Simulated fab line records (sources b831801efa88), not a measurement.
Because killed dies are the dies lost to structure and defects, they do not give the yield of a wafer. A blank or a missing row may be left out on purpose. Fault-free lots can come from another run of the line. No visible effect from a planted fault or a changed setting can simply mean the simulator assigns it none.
Matching of chambers / flow sky130 / SKY_VIA4_CMP_21 on cmp-01 has 4 sister chambers
The step polishes, stops on SiO2, t overpolish 25 s, target thk 0 nm. 16 wafers are shown with their chamber, then 8 later ones without.

WAFERS PAIRED WITH THEIR CHAMBERS
wafer=L851.2; chamber=2; motor_current_A (A)=9.9; slurry_filter_dp_kPa (kPa)=13.50; time_to_endpoint_s (s)=119
wafer=L851.3; chamber=1; motor_current_A (A)=11.0; slurry_filter_dp_kPa (kPa)=13.58; time_to_endpoint_s (s)=121
wafer=L851.6; chamber=2; motor_current_A (A)=10.6; slurry_filter_dp_kPa (kPa)=13.28; time_to_endpoint_s (s)=115
wafer=L853.4; chamber=0; motor_current_A (A)=11.3; slurry_filter_dp_kPa (kPa)=13.62; time_to_endpoint_s (s)=120
wafer=L853.5; chamber=1; motor_current_A (A)=11.6; slurry_filter_dp_kPa (kPa)=13.46; time_to_endpoint_s (s)=119
wafer=L853.6; chamber=2; motor_current_A (A)=10.0; slurry_filter_dp_kPa (kPa)=13.55; time_to_endpoint_s (s)=122
wafer=L855.1; chamber=1; motor_current_A (A)=11.3; slurry_filter_dp_kPa (kPa)=13.51; time_to_endpoint_s (s)=125
wafer=L855.4; chamber=2; motor_current_A (A)=10.4; slurry_filter_dp_kPa (kPa)=13.47; time_to_endpoint_s (s)=122
wafer=L855.6; chamber=0; motor_current_A (A)=11.9; slurry_filter_dp_kPa (kPa)=13.65; time_to_endpoint_s (s)=126
wafer=L857.2; chamber=3; motor_current_A (A)=9.6; slurry_filter_dp_kPa (kPa)=13.59; time_to_endpoint_s (s)=123
wafer=L857.3; chamber=1; motor_current_A (A)=11.3; slurry_filter_dp_kPa (kPa)=13.40; time_to_endpoint_s (s)=122
wafer=L857.6; chamber=2; motor_current_A (A)=10.4; slurry_filter_dp_kPa (kPa)=13.36; time_to_endpoint_s (s)=121
wafer=L859.2; chamber=1; motor_current_A (A)=11.2; slurry_filter_dp_kPa (kPa)=13.58; time_to_endpoint_s (s)=117
wafer=L859.3; chamber=2; motor_current_A (A)=9.8; slurry_filter_dp_kPa (kPa)=13.52; time_to_endpoint_s (s)=121
wafer=L859.5; chamber=1; motor_current_A (A)=11.2; slurry_filter_dp_kPa (kPa)=13.38; time_to_endpoint_s (s)=120
wafer=L860.1; chamber=3; motor_current_A (A)=9.2; slurry_filter_dp_kPa (kPa)=13.63; time_to_endpoint_s (s)=121

SIGNATURES, as means of the wafers listed above
reading=motor_current_A; chamber 0=11.600; chamber 1=11.267; chamber 2=10.183; chamber 3=9.400; scatter within a chamber=0.286
reading=slurry_filter_dp_kPa; chamber 0=13.6350; chamber 1=13.4850; chamber 2=13.4467; chamber 3=13.6100; scatter within a chamber=0.0883
reading=time_to_endpoint_s; chamber 0=123.00; chamber 1=120.67; chamber 2=120.00; chamber 3=122.00; scatter within a chamber=2.79
Rule: distance of a wafer from a chamber = root of the sum over the readings of ((wafer's reading minus chamber's mean) / reading's scatter) squared. If the next closest chamber is less than 2 further off than the closest, the wafer can't be placed; otherwise it belongs to the closest. The scatter: the root of (the sum of the squares of (reading less its chamber's mean) over the shown wafers, divided by (wafers less chambers)).

WAFERS MISSING THEIR CHAMBER
wafer=L860.3; motor_current_A (A)=9.8; slurry_filter_dp_kPa (kPa)=13.54; time_to_endpoint_s (s)=122
wafer=L860.5; motor_current_A (A)=11.7; slurry_filter_dp_kPa (kPa)=13.32; time_to_endpoint_s (s)=123
wafer=L861.1; motor_current_A (A)=11.5; slurry_filter_dp_kPa (kPa)=13.85; time_to_endpoint_s (s)=123
wafer=L861.3; motor_current_A (A)=11.5; slurry_filter_dp_kPa (kPa)=13.69; time_to_endpoint_s (s)=126
wafer=L861.6; motor_current_A (A)=9.7; slurry_filter_dp_kPa (kPa)=13.60; time_to_endpoint_s (s)=122
wafer=L869.4; motor_current_A (A)=9.9; slurry_filter_dp_kPa (kPa)=13.51; time_to_endpoint_s (s)=118
wafer=L869.5; motor_current_A (A)=10.3; slurry_filter_dp_kPa (kPa)=13.26; time_to_endpoint_s (s)=118
wafer=L869.6; motor_current_A (A)=11.1; slurry_filter_dp_kPa (kPa)=13.72; time_to_endpoint_s (s)=121

WHICH CHAMBER EACH WENT THROUGH
wafer=L860.3; from the rows above=can't be placed: 3 or 2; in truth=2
wafer=L860.5; from the rows above=can't be placed: 1 or 0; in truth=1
wafer=L861.1; from the rows above=can't be placed: 0 or 1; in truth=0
wafer=L861.3; from the rows above=can't be placed: 0 or 1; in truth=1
wafer=L861.6; from the rows above=can't be placed: 3 or 2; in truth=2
wafer=L869.4; from the rows above=can't be placed: 2 or 3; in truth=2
wafer=L869.5; from the rows above=2; in truth=2
wafer=L869.6; from the rows above=can't be placed: 0 or 1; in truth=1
Correct placement for 1 of the 8. Not placeable from these rows: 7 (in 7, the candidates include the true chamber). 0 placed wrongly.
